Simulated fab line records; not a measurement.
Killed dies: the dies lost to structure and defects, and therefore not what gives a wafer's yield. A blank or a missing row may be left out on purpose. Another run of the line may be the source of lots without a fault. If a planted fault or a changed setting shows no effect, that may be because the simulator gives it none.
fab line records	flow sky130
record lots=5	wafers=15	lastDay=50
route steps=708 shown VIA4@648 METAL5@661 PASSIVATION@681 PAD_OPEN@708
lots that met no fault: from a run of the same line without faults
startH: hours from the record's first day to the start of the lot's first wafer shown	waitH: hours since the lot's step before	" same as the row above	L1.1+2: a single row standing in for several wafers	- value missing, or start not given	* or withheld: withheld	< > ~ a bound
route shown NAME@n: NAME is a module with steps in the file, n the number in the route of the first one	usual: mean/standard deviation of fault-free wafers	same: alike in all rows	chamber/n: place in a boat	sites: each site's reading	_std_site: the standard deviation of these	_edge_site: mean of outer sites minus mean of inner sites	radiusMm: how far each site lies from the wafer's centre	mask NAME#n: copy n	behind: tool/chamber where the wafer was last shaped	hold: what put the lot on hold/how long, in hours/how the hold closed	device: names the non-switching transistor (n, p or np)	end of line: tests of these same wafers at the route's end	a step given without rows: its recipe and nothing more	killed: not the wafer's yield, but the dies lost to structure and defects at the first sort	map: the dies of a wafer, with x for killed, . for not killed, _ for no die there
set.NAME: the setting as run; set.NAME@STEP: as run at that earlier step	model.NAME: the simulator's own value behind a step, which no gauge read
a table for each step, a row for each wafer; lots at some steps of the route
services: when a tool's chamber went out of use (startH, in hours from the record's first day, below 0 if earlier), for how many hours, and the reason
## steps
# step SKY_VIA4_PEB_09
# recipe tempC=withheld	timeS=*	resist=NOVOLAK
# step SKY_VIA4_DEVELOP_10
# recipe resist=NOVOLAK	developer=TMAH	developTimeS=60	devTempC=23
# step SKY_VIA4_OVL_MEAS_11
# usual VIA4_OVL=0.1/1.4
lot.wafer	tool	chamber	startH	waitH	VIA4_OVL[nm]
L293.1	overlay-02	-	1008.86	0.1	0.3
L293.4	"	-	"	"	2.8
L293.5	"	-	"	"	0.1
L303.2	overlay-02	-	1079.11	0.1	0.3
L303.4	"	-	"	"	0.9
L303.5	"	-	"	"	0.6
L309.1	overlay-01	-	1112.16	0.1	0.2
L309.4	"	-	"	"	1.0
L309.6	"	-	"	"	-2.5
L314.1	overlay-01	-	1141.24	0.1	-1.8
L314.2	"	-	"	"	-0.6
L314.5	"	-	"	"	1.5
L316.1	overlay-01	-	1141.89	0.1	1.4
L316.4	"	-	"	"	0.5
L316.6	"	-	"	"	1.4
# step SKY_VIA4_ETCH_12
# recipe target=SiO2	chemistry=C4F8/O2/Ar	stopOn=TiN	maskMaterial=NOVOLAK	sourceW=1500	biasW=1200	pressureMtorr=40	c4f8FlowSccm=withheld	O2_flow_sccm=6	Ar_flow_sccm=300	timeS=withheld	targetDepthA=5800
# usual oesProductAu=0.926/0.0051
lot.wafer	tool	chamber	startH	waitH	oesProductAu
L293.1	rieDiel-02	0	1008.89	0.0	0.931
L293.4	"	1	"	"	0.927
L293.5	"	2	"	"	0.931
L303.2	rieDiel-01	0	1079.14	0.0	0.930
L303.4	"	1	"	"	0.929
L303.5	"	0	"	"	0.922
L309.1	rieDiel-04	1	1112.19	0.0	0.921
L309.4	"	2	"	"	0.936
L309.6	"	2	"	"	0.925
L314.1	rieDiel-02	2	1141.27	0.0	0.929
L314.2	"	3	"	"	0.924
L314.5	"	2	"	"	0.925
L316.1	rieDiel-01	3	1141.92	0.0	0.925
L316.4	"	0	"	"	0.933
L316.6	"	2	"	"	0.924
# step SKY_VIA4_STRIP_13
# recipe chemistry=O2/N2	powerW=1400	pressureMtorr=1500	platenTempC=withheld	o2FlowSccm=3000	n2FlowSccm=300	overashFraction=0.5
# step SKY_VIA4_STRIP_14
# recipe chemistry=postEtchResidueRemover	timeS=1200	tempC=72.5
# step SKY_VIA4_CLEAN_15
# recipe chemistry=IPA	timeS=180	tempC=25
# step SKY_VIA4_CLEAN_16
# recipe chemistry=O3/DIW	dry=n2Spin
# step SKY_VIA4_SPUTTER_17
# recipe material=TiN	targetThkNm=20	chamberPressurePa=5	powerW=4000	timeS=80
# step SKY_VIA4_CVD_18
# recipe material=W	targetThkNm=505	timeS=152.14	tempC=400	pressureTorr=40
# usual heaterPowerW=784/40	susceptorTempC=399.98/0.21
lot.wafer	tool	chamber	startH	waitH	heaterPowerW	susceptorTempC
L293.1	cvdW-02	1	1009.62	0.0	776	400.05
L293.4	"	0	"	"	838	399.76
L293.5	"	1	"	"	776	400.39
L303.2	cvdW-02	1	1079.91	0.0	761	399.88
L303.4	"	0	"	"	830	399.76
L303.5	"	0	"	"	822	399.80
L309.1	cvdW-02	0	1112.92	0.0	806	399.89
L309.4	"	1	"	"	769	399.82
L309.6	"	0	"	"	811	400.01
L314.1	cvdW-02	0	1142.04	0.0	835	399.77
L314.2	"	1	"	"	777	400.05
L314.5	"	1	"	"	783	400.05
L316.1	cvdW-01	0	1142.65	0.0	802	399.56
L316.4	"	1	"	"	709	400.03
L316.6	"	1	"	"	727	400.21
# step SKY_VIA4_RS_MEAS_19
# recipe thkMeasGauge=four-point-probe	reads=W_of_VIA4_CVD_18+TiN_of_VIA4_SPUTTER_17
# usual VIA4_W_RS=0.2265/0.0026
lot.wafer	tool	chamber	startH	waitH	VIA4_W_RS[ohm/sq]
L293.1	filmMetro-01	-	1009.77	0.1	0.2264
L293.4	"	-	"	"	0.2266
L293.5	"	-	"	"	0.2274
L303.2	filmMetro-02	-	1080.08	0.1	0.2262
L303.4	"	-	"	"	0.2308
L303.5	"	-	"	"	0.2277
L309.1	filmMetro-03	-	1113.08	0.1	0.2293
L309.4	"	-	"	"	0.2290
L309.6	"	-	"	"	0.2278
L314.1	filmMetro-02	-	1142.19	0.1	0.2259
L314.2	"	-	"	"	0.2243
L314.5	"	-	"	"	0.2243
L316.1	filmMetro-03	-	1142.80	0.1	0.2247
L316.4	"	-	"	"	0.2301
L316.6	"	-	"	"	0.2271
# step SKY_VIA4_THK_MEAS_20
# recipe thkMeasGauge=xrf	reads=W_of_VIA4_CVD_18
# usual VIA4_W_THK=513/8.2
lot.wafer	tool	chamber	startH	waitH	VIA4_W_THK[nm]
L293.1	filmMetro-01	-	1009.89	0.1	519
L293.4	"	-	"	"	518
L293.5	"	-	"	"	520
L303.2	filmMetro-02	-	1080.19	0.1	521
L303.4	"	-	"	"	509
L303.5	"	-	"	"	515
L309.1	filmMetro-03	-	1113.20	0.1	497
L309.4	"	-	"	"	500
L309.6	"	-	"	"	500
L314.1	filmMetro-02	-	1142.31	0.1	518
L314.2	"	-	"	"	524
L314.5	"	-	"	"	523
L316.1	filmMetro-03	-	1142.92	0.1	510
L316.4	"	-	"	"	497
L316.6	"	-	"	"	503
# step SKY_VIA4_CMP_21
# recipe stopOn=SiO2	tOverpolishS=25	downForcePsi=3.5	platenRpm=60	targetThkNm=0	padVelocityMS=0.94248
# usual motorCurrentA=10.5/0.93	overpolishRunS=25.000/0.01	timeToEndpointS=120/3.5
lot.wafer	tool	chamber	startH	waitH	motorCurrentA	overpolishRunS	timeToEndpointS
L293.4	cmp-01	3	1010.05	0.1	9.1	25.000	125
L293.1	"	0	"	"	11.8	25.006	115
L293.5	"	1	"	"	11.3	24.994	120
L303.4	cmp-01	2	1080.29	0.1	10.1	25.006	119
L303.2	"	3	"	"	8.9	24.999	127
L303.5	"	1	"	"	11.6	24.998	123
L309.4	cmp-01	1	1113.26	0.0	10.8	25.011	122
L309.1	"	3	"	"	9.2	25.003	117
L309.6	"	2	"	"	9.4	25.000	113
L314.1	cmp-02	2	1142.42	0.1	9.6	24.993	125
L314.2	"	3	"	"	11.6	24.992	126
L314.5	"	2	"	"	9.6	24.995	121
L316.4	cmp-02	0	1143.03	0.1	10.2	25.012	116
L316.1	"	1	"	"	11.0	24.991	118
L316.6	"	0	"	"	9.6	24.996	112
# step SKY_METAL5_SPUTTER_00
# recipe material=Ti	targetThkNm=15	powerW=3000	timeS=10	chamberPressurePa=0.4
# step SKY_METAL5_SPUTTER_01
# recipe material=TiN	targetThkNm=20	powerW=6500	timeS=16.7	chamberPressurePa=0.4
# step SKY_METAL5_SPUTTER_02
# recipe material=AlCu	targetThkNm=1150	powerW=10600	timeS=61.2	chamberPressurePa=0.4
# usual throttleValvePct=30.1/1.2
lot.wafer	tool	chamber	startH	waitH	throttleValvePct
L293.1	pvdSputter-03	-	1010.30	0.0	30.0
L293.4	"	-	"	"	29.0
L293.5	"	-	"	"	30.3
L303.2	pvdSputter-03	-	1080.59	0.0	30.6
L303.4	"	-	"	"	28.8
L303.5	"	-	"	"	30.1
L309.1	pvdSputter-04	-	1113.60	0.0	29.8
L309.4	"	-	"	"	29.8
L309.6	"	-	"	"	31.7
L314.1	pvdSputter-04	-	1142.72	0.0	31.5
L314.2	"	-	"	"	32.4
L314.5	"	-	"	"	28.4
L316.1	pvdSputter-03	-	1143.33	0.0	30.3
L316.4	"	-	"	"	30.3
L316.6	"	-	"	"	30.4
# step SKY_METAL5_SPUTTER_03
# recipe material=Ti	targetThkNm=5	powerW=3000	timeS=3.3	chamberPressurePa=0.4
# step SKY_METAL5_SPUTTER_04
# recipe material=TiN	targetThkNm=70	powerW=6500	timeS=58.3	chamberPressurePa=0.4
# step SKY_METAL5_RS_MEAS_05
# recipe thkMeasGauge=four-point-probe	reads=TiN_of_METAL5_SPUTTER_04+Ti_of_METAL5_SPUTTER_03+AlCu_of_METAL5_SPUTTER_02+TiN_of_METAL5_SPUTTER_01+Ti_of_METAL5_SPUTTER_00
# usual METAL5_ALCU_RS=0.02712/0.00026
lot.wafer	tool	chamber	startH	waitH	METAL5_ALCU_RS[ohm/sq]
L293.1	filmMetro-03	-	1010.44	0.0	0.02682
L293.4	"	-	"	"	0.02667
L293.5	"	-	"	"	0.0269
L303.2	filmMetro-04	-	1080.76	0.1	0.0271
L303.4	"	-	"	"	0.02728
L303.5	"	-	"	"	0.02729
L309.1	filmMetro-03	-	1113.72	0.0	0.02689
L309.4	"	-	"	"	0.02674
L309.6	"	-	"	"	0.02706
L314.1	filmMetro-01	-	1142.85	0.0	0.02724
L314.2	"	-	"	"	0.02748
L314.5	"	-	"	"	0.02732
L316.1	filmMetro-01	-	1143.45	0.0	0.02711
L316.4	"	-	"	"	0.02717
L316.6	"	-	"	"	0.02713
# step SKY_METAL5_THK_MEAS_06
# recipe thkMeasGauge=xrf	reads=AlCu_of_METAL5_SPUTTER_02
# usual METAL5_ALCU_THK=1145/14
lot.wafer	tool	chamber	startH	waitH	METAL5_ALCU_THK[nm]
L293.1	filmMetro-03	-	1010.56	0.1	1162
L293.4	"	-	"	"	1169
L293.5	"	-	"	"	1156
L303.2	filmMetro-04	-	1080.87	0.1	1156
L303.4	"	-	"	"	1146
L303.5	"	-	"	"	1147
L309.1	filmMetro-03	-	1113.84	0.1	1154
L309.4	"	-	"	"	1162
L309.6	"	-	"	"	1149
L314.1	filmMetro-01	-	1142.97	0.1	1138
L314.2	"	-	"	"	1133
L314.5	"	-	"	"	1137
L316.1	filmMetro-01	-	1143.57	0.1	1139
L316.4	"	-	"	"	1140
L316.6	"	-	"	"	1145
# step SKY_METAL5_DEHYDRATE_07
# recipe tempC=200	timeS=60
# step SKY_METAL5_HMDS_08
# recipe primeTimeS=60	primeTempC=120
# step SKY_METAL5_COAT_09
# recipe resist=NOVOLAK	spinRpm=3000	resistThkNm=1800
# step SKY_METAL5_SOFTBAKE_10
# recipe tempC=90	timeS=60	resist=NOVOLAK
# step SKY_METAL5_EXPOSE_11
# recipe maskId=MM5	na=0.6	sourceShape=conventional	sigmaOuter=0.6	polarization=unpolarized	targetCdNm=1600	doseMj=190
# step SKY_METAL5_PEB_12
# recipe tempC=withheld	timeS=*	resist=NOVOLAK
# step SKY_METAL5_DEVELOP_13
# recipe resist=NOVOLAK	developer=TMAH	developTimeS=60	devTempC=23
# step SKY_METAL5_DESCUM_14
# recipe chemistry=O2	sourcePowerW=150	biasPowerW=0	pressureMtorr=10	tempC=40	timeS=11
# step SKY_METAL5_METAL_ETCH_15
# recipe targetDepthA=12600	stopOn=SiO2	overEtchFrac=0.2	timeS=252	chemistry=Cl2/BCl3	resistSidewallDeg=86	pressureMtorr=10	icpW=900	biasW=48.5	Cl2_flow_sccm=60	bcl3FlowSccm=30
# usual drypumpMotorCurrentA=5.8/0.56	oesProductAu=0.894/0.0055	throttleValvePct=22.263/0.0085
lot.wafer	tool	chamber	startH	waitH	drypumpMotorCurrentA	oesProductAu	rfHoursCounterH	throttleValvePct
L293.1	rieMetal-04	1	1032.64	0.0	6.2	0.894	19	22.256
L293.4	"	0	"	"	5.7	0.893	-	22.260
L293.5	"	0	"	"	5.7	0.891	-	22.272
L303.2	rieMetal-03	0	1101.04	0.0	6.2	0.874	16	22.271
L303.4	"	0	"	"	6.2	0.902	-	22.270
L303.5	"	1	"	"	5.5	0.892	-	22.263
L309.1	rieMetal-01	0	1133.12	0.0	6.4	0.900	12	22.257
L309.4	"	1	"	"	4.9	0.896	-	22.265
L309.6	"	1	"	"	4.9	0.899	-	22.257
L314.1	rieMetal-01	0	1160.87	0.0	6.4	0.892	14	22.259
L314.2	"	1	"	"	4.9	0.897	23	22.282
L314.5	"	1	"	"	4.9	0.898	-	22.260
L316.1	rieMetal-04	0	1161.55	0.0	5.7	0.893	24	22.272
L316.4	"	0	"	"	5.7	0.887	-	22.273
L316.6	"	0	"	"	5.7	0.891	-	22.271
# step SKY_METAL5_STRIP_16
# recipe chemistry=O2/N2	powerW=1400	pressureMtorr=1500	platenTempC=withheld	o2FlowSccm=3000	n2FlowSccm=300	overashFraction=0.5
# step SKY_METAL5_STRIP_17
# recipe chemistry=postEtchResidueRemover	timeS=1200	tempC=72.5
# step SKY_METAL5_CLEAN_18
# recipe chemistry=IPA	timeS=180	tempC=25
# step SKY_METAL5_CLEAN_19
# recipe chemistry=O3/DIW	dry=n2Spin
# step SKY_PASSIVATION_CVD_00
# recipe material=SiO2	targetThkNm=90	tempC=400	timeS=withheld	rfW=600
# usual heaterPowerW=699/81	susceptorTempC=400.00/0.21
lot.wafer	tool	chamber	startH	waitH	heaterPowerW	susceptorTempC
L293.1	pecvd-04	1	1033.47	0.0	677	399.94
L293.4	"	2	"	"	792	400.17
L293.5	"	1	"	"	672	399.77
L303.2	pecvd-01	0	1101.88	0.0	567	400.36
L303.4	"	2	"	"	711	400.11
L303.5	"	1	"	"	745	400.25
L309.1	pecvd-01	0	1133.98	0.0	576	399.86
L309.4	"	2	"	"	626	399.99
L309.6	"	0	"	"	596	399.95
L314.1	pecvd-01	1	1161.70	0.0	725	400.28
L314.2	"	2	"	"	680	400.30
L314.5	"	1	"	"	726	400.05
L316.1	pecvd-04	0	1162.42	0.0	700	399.63
L316.4	"	0	"	"	719	399.71
L316.6	"	2	"	"	783	399.92
# step SKY_PASSIVATION_THK_MEAS_01
# recipe reads=SiO2_of_PASSIVATION_CVD_00
# usual PASSIVATION_CVD_00_THK=90.2/1.3
lot.wafer	tool	chamber	startH	waitH	PASSIVATION_CVD_00_THK[nm]
L293.1	filmMetro-02	-	1033.49	-	89.4
L293.4	"	-	"	"	90.9
L293.5	"	-	"	"	91.4
L303.2	filmMetro-03	-	1101.91	-	91.3
L303.4	"	-	"	"	92.3
L303.5	"	-	"	"	91.3
L309.1	filmMetro-02	-	1134.00	-	89.9
L309.4	"	-	"	"	90.7
L309.6	"	-	"	"	92.0
L314.1	filmMetro-02	-	1161.72	-	89.0
L314.2	"	-	"	"	89.5
L314.5	"	-	"	"	90.0
L316.1	filmMetro-03	-	1162.44	-	88.9
L316.4	"	-	"	"	91.7
L316.6	"	-	"	"	91.1
# step SKY_PASSIVATION_CVD_02
# recipe material=Si3N4	targetThkNm=540	tempC=400	timeS=withheld	rfW=450
# step SKY_PASSIVATION_THK_MEAS_03
# recipe reads=Si3N4_of_PASSIVATION_CVD_02
# usual PASSIVATION_CVD_02_THK=540/6
lot.wafer	tool	chamber	startH	waitH	PASSIVATION_CVD_02_THK[nm]
L293.1	filmMetro-04	-	1033.78	-	539
L293.4	"	-	"	"	545
L293.5	"	-	"	"	539
L303.2	filmMetro-04	-	1102.19	-	535
L303.4	"	-	"	"	546
L303.5	"	-	"	"	542
L309.1	filmMetro-04	-	1134.28	-	535
L309.4	"	-	"	"	542
L309.6	"	-	"	"	548
L314.1	filmMetro-04	-	1162.01	-	524
L314.2	"	-	"	"	531
L314.5	"	-	"	"	535
L316.1	filmMetro-03	-	1162.72	-	540
L316.4	"	-	"	"	553
L316.6	"	-	"	"	550
# step SKY_PASSIVATION_DEHYDRATE_04
# recipe tempC=200	timeS=60
# step SKY_PASSIVATION_HMDS_05
# recipe primeTimeS=60	primeTempC=120
# step SKY_PASSIVATION_COAT_06
# recipe spinRpm=2000	resistThkNm=3000
# step SKY_PASSIVATION_SOFTBAKE_07
# recipe tempC=110	timeS=withheld
# step SKY_PASSIVATION_EXPOSE_08
# recipe maskId=NSM	targetCdNm=3000	na=0.57	doseMj=260
# step SKY_PAD_OPEN_PROBE_99
# usual defectLimitedYield=82.5/1.9	killed_at_M0_to_M3=44/7.2	killed_at_M4_up=2.9/1.8	killedAtContacts=24/5.6	killedAtFrontEnd=15/4.2	killedAtOther=0.4/0.71	killedDies=86/9.2	killedOnRim=16/3.6	killedOpen=47/7.2	killedShort=39/5.7	sort_bin_3_pad_short=0.9/0.4	sort_bin_5_function=10.2/1.6	sort_bin_6_memory=6.4/1.2	sortNPass=406/9.2	sortYieldPct=82.5/1.9
# same grossDies=492	killedAtBackSide=0	sort_bin_4_leakage[%]=0	sort_bin_8_speed[%]=0
lot.wafer	tool	chamber	startH	waitH	defectLimitedYield[%]	killed_at_M0_to_M3	killed_at_M4_up	killedAtContacts	killedAtFrontEnd	killedAtOther	killedDies	killedOnRim	killedOpen	killedShort	sort_bin_3_pad_short[%]	sort_bin_5_function[%]	sort_bin_6_memory[%]	sortNPass	sortYieldPct[%]	model.etest.tester.sortNPass	model.etest.tester.sortYieldPct	model.etest.tester.sort_bin_5_pct	model.etest.tester.sort_bin_6_pct	model.etest.tester.sort_bin_3_pct
L293.1	prober-02	-	1079.86	0.1	78.9	57	1	22	24	0	104	20	55	49	1.0	13.8	6.3	388	78.9	388	78.86	13.82	6.301	1.016
L293.4	prober-02	-	1080.01	0.2	80.3	51	3	26	15	2	97	20	49	46	1.2	10.8	7.7	395	80.3	395	80.28	10.77	7.724	1.22
L293.5	prober-02	-	1080.06	0.2	83.9	43	3	20	10	3	79	12	40	37	0.8	8.5	6.7	413	83.9	413	83.94	8.537	6.707	0.813
L303.2	prober-01	-	1144.62	0.1	82.3	46	5	22	14	0	87	14	51	35	0.6	10.2	6.9	405	82.3	405	82.32	10.16	6.911	0.6098
L303.4	prober-01	-	1144.72	0.2	82.1	36	5	20	25	2	88	13	42	46	1.2	8.9	7.7	404	82.1	404	82.11	8.943	7.724	1.22
L303.5	prober-01	-	1144.77	0.2	80.5	46	4	28	17	1	96	16	56	40	1.2	10.4	7.9	396	80.5	396	80.49	10.37	7.927	1.22
L309.1	prober-02	-	1172.83	0.1	83.7	48	0	20	11	1	80	10	41	39	1.0	9.6	5.7	412	83.7	412	83.74	9.553	5.691	1.016
L309.4	prober-02	-	1172.98	0.2	83.3	50	4	20	8	0	82	15	44	38	0.8	10.6	5.3	410	83.3	410	83.33	10.57	5.285	0.813
L309.6	prober-02	-	1173.08	0.2	80.7	49	3	24	19	0	95	16	47	48	2.0	11.2	6.1	397	80.7	397	80.69	11.18	6.098	2.033
L314.1	prober-01	-	1197.13	0.1	85.0	32	2	26	14	0	74	19	35	38	0.8	8.3	5.9	418	85.0	418	84.96	8.333	5.894	0.813
L314.2	prober-01	-	1197.18	0.1	85.0	40	3	15	15	1	74	9	35	39	1.8	7.7	5.5	418	85.0	418	84.96	7.724	5.488	1.829
L314.5	prober-01	-	1197.33	0.2	86.4	29	0	27	11	0	67	9	36	30	0.8	7.7	5.1	425	86.4	425	86.38	7.724	5.081	0.813
L316.1	prober-02	-	1198.18	0.1	84.3	34	3	27	12	1	77	18	32	45	1.6	8.3	5.7	415	84.3	415	84.35	8.333	5.691	1.626
L316.4	prober-02	-	1198.33	0.2	66.3	31	99	21	15	0	166	34	41	24	1.6	21.1	11.0	326	66.3	326	66.26	21.14	10.98	1.626
L316.6	prober-02	-	1198.43	0.2	61.2	34	106	30	21	0	191	38	48	39	2.0	26.2	10.6	301	61.2	301	61.18	26.22	10.57	2.033
# killed by level:class
L293.1 LI_CONTACT:geometricParticle:open=10 FIELD_ISO:geometricParticle:open=9 METAL2:geometricParticle:short=9 VIA1:geometricParticle:open=8 VIA2:geometricParticle:open=8 VIA1:geometricParticle:short=7 METAL1:geometricParticle:short=7 POLY_GATE:geometricParticle:short=6
L293.4 VIA1:geometricParticle:open=11 LI_CONTACT:geometricParticle:open=8 VIA2:geometricParticle:open=8 METAL1:geometricParticle:short=7 POLY_GATE:geometricParticle:short=6 VIA3:geometricParticle:open=6 CONTACT:geometricParticle:short=6 CONTACT:geometricParticle:open=5
L293.5 METAL2:geometricParticle:short=8 VIA3:geometricParticle:open=8 CONTACT:geometricParticle:open=7 VIA1:geometricParticle:open=7 VIA2:geometricParticle:open=5 LI_CONTACT:geometricParticle:open=4 VIA1:geometricParticle:short=4 VIA3:geometricParticle:short=4
L303.2 VIA1:geometricParticle:open=15 CONTACT:geometricParticle:open=13 VIA2:geometricParticle:open=7 FIELD_ISO:geometricParticle:short=5 VIA3:geometricParticle:open=5 METAL3:geometricParticle:short=5 LI_CONTACT:geometricParticle:open=4 METAL1:geometricParticle:short=4
L303.4 VIA1:geometricParticle:open=10 POLY_GATE:geometricParticle:open=7 POLY_GATE:geometricParticle:short=7 LOCAL_INTERCONNECT:geometricParticle:short=5 CONTACT:geometricParticle:short=5 CONTACT:geometricParticle:open=5 METAL1:geometricParticle:short=5 METAL2:geometricParticle:short=5
L303.5 CONTACT:geometricParticle:open=11 VIA1:geometricParticle:open=11 LI_CONTACT:geometricParticle:open=10 METAL1:geometricParticle:short=8 METAL2:geometricParticle:short=6 FIELD_ISO:geometricParticle:open=5 VIA2:geometricParticle:open=5 FIELD_ISO:geometricParticle:short=4
L309.1 VIA1:geometricParticle:open=10 METAL1:geometricParticle:short=9 VIA1:geometricParticle:short=9 CONTACT:geometricParticle:open=7 LI_CONTACT:geometricParticle:open=6 VIA2:geometricParticle:open=6 LI_CONTACT:geometricParticle:short=4 FIELD_ISO:geometricParticle:short=3
L309.4 VIA1:geometricParticle:open=16 VIA2:geometricParticle:open=8 CONTACT:geometricParticle:open=6 CONTACT:geometricParticle:short=5 FIELD_ISO:geometricParticle:short=4 LI_CONTACT:geometricParticle:open=4 VIA1:geometricParticle:short=4 METAL2:geometricParticle:short=4
L309.6 VIA1:geometricParticle:open=18 FIELD_ISO:geometricParticle:open=8 METAL2:geometricParticle:short=8 CONTACT:geometricParticle:open=8 CONTACT:geometricParticle:short=6 LI_CONTACT:geometricParticle:short=4 METAL1:geometricParticle:short=4 VIA1:geometricParticle:short=4
L314.1 CONTACT:geometricParticle:open=11 VIA2:geometricParticle:open=8 CONTACT:geometricParticle:short=5 METAL1:geometricParticle:short=5 METAL2:geometricParticle:short=4 LI_CONTACT:geometricParticle:short=4 LI_CONTACT:geometricParticle:open=4 VIA3:geometricParticle:open=4
L314.2 VIA1:geometricParticle:open=7 FIELD_ISO:geometricParticle:short=5 METAL2:geometricParticle:short=5 CONTACT:geometricParticle:short=5 VIA3:geometricParticle:open=5 VIA1:geometricParticle:short=5 FIELD_ISO:geometricParticle:open=4 POLY_GATE:geometricParticle:open=4
L314.5 LI_CONTACT:geometricParticle:open=8 CONTACT:geometricParticle:open=6 VIA2:geometricParticle:open=5 LOCAL_INTERCONNECT:geometricParticle:short=5 VIA3:geometricParticle:open=5 CONTACT:geometricParticle:short=4 METAL1:geometricParticle:short=4 VIA1:geometricParticle:short=4
L316.1 METAL1:geometricParticle:short=8 LI_CONTACT:geometricParticle:open=7 LOCAL_INTERCONNECT:geometricParticle:short=6 CONTACT:geometricParticle:open=5 CONTACT:geometricParticle:short=5 VIA1:geometricParticle:open=5 VIA3:geometricParticle:open=5 METAL2:geometricParticle:short=4
L316.4 VIA4:unspecified=99 VIA3:geometricParticle:open=10 CONTACT:geometricParticle:open=7 VIA1:geometricParticle:open=7 LI_CONTACT:geometricParticle:open=5 VIA1:geometricParticle:short=5 FIELD_ISO:geometricParticle:open=4 LI_CONTACT:geometricParticle:short=4
L316.6 VIA4:unspecified=103 CONTACT:geometricParticle:open=9 VIA3:geometricParticle:open=8 VIA2:geometricParticle:open=7 LI_CONTACT:geometricParticle:short=6 LI_CONTACT:geometricParticle:open=6 VIA1:geometricParticle:open=6 SPACER:geometricParticle:open=5
# map L316.6 (x killed, . not)
__________x..x.x.x.._________
________xxx...x.xxx.x._______
______.xxx..x.x....xxx.._____
_____......x.x..xx.x.....____
____.xxx..x...xx..x...xx..___
___x..........xx...x..xxx..__
__...x..x.x......x..xxx.x..x_
_...xxx.xx....xx..x.xxxx.x..x
_.x.....x....x.xx......xx..x.
_...xx.xx.x.x..x..x....x...x.
_...x..x....xx.x.x.x.....x..x
_xx..x...x..xx.x.x..x.xxx.x.x
_.x.x.xxxx...x...x.....x...xx
_xx.....x..x.xx.xx...x....xx.
_..xx.xx..x..x..x..xxxx......
__.....x.xx....x..x..xx..x.x_
___.xxx.x.x.xx..xx...xxx..x__
____x...x.x........xx.x..x___
_____.xx..x...xx....x...x____
______....x....xxx......_____
________..x..xx....x.._______
__________xx.xxxxxxx_________
# map L314.1 (x killed, . not)
__________......xx.._________
________x............._______
______................x._____
_____......x..xxx.....x..____
____.....x........x.......___
___...x...........x......x.__
__...x..x.xx.x.............._
_..x...........x..x...x......
_..x.....xx...........x......
_..x.x.x..................xxx
_.........x.................x
_...............x...xx.......
_.xx........x......x.....xx..
_x...x.......x......x....x...
_x..........x....x...........
__.x.........x.x..x.x..x...x_
___x.....x..............x..__
____x........xx.......x...___
_____....................____
______.........x......xx_____
________..xx.........._______
__________x..x.....x_________
## services
tool	chamber	startH	hours	kind
pecvd-04	1	986.23	5.4	repair
cmp-02	-	987.21	4.1	pm
rieMetal-04	-	1014.48	2.8	pm
cmp-02	-	1017.71	1.4	repair
cvdW-01	-	1017.93	4.3	repair
pvdSputter-03	-	1018.01	11.2	repair
cvdW-02	-	1020.10	0.4	repair
cmp-02	-	1027.03	1.1	repair
rieDiel-04	1	1030.43	10.5	repair
cvdW-01	1	1032.64	9.4	repair
cmp-02	-	1034.09	1.1	repair
rieDiel-04	2	1037.06	13.9	repair
cmp-01	-	1046.07	1.1	repair
rieDiel-01	-	1049.40	1.9	repair
pecvd-01	1	1052.67	1.8	repair
cvdW-02	-	1069.92	0.9	repair
cmp-02	-	1084.00	4.0	pm
pvdSputter-04	-	1094.09	1.2	repair
cvdW-01	0	1099.48	7.7	repair
pvdSputter-03	-	1104.74	7.5	repair
pecvd-04	-	1120.50	0.3	repair
pecvd-04	1	1150.91	4.0	repair
rieDiel-02	-	1160.21	28.1	pm
cmp-01	-	1161.37	0.6	repair
## key
firstSign step=SKY_PAD_OPEN_PROBE_99	reading=killed_at_M4_up	direction=up	sigmas=56	usual=2.9	struck=102.5
effect step=SKY_PAD_OPEN_PROBE_99	reading=defectLimitedYield	direction=down	sigmas=10	usual=82.5	struck=63.7
modelEffect step=SKY_PAD_OPEN_PROBE_99	value=etest.tester.sortNPass	without=409	struck=313.5
metAt SKY_VIA4_CMP_21
struckWafers L316.4,L316.6
fault kind=chamberParticleSource	tool=cmp-02	chamber=0	onsetH=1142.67	steps=SKY_VIA4_CMP_21	ratePerVisitCm2=0.46236	endH=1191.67
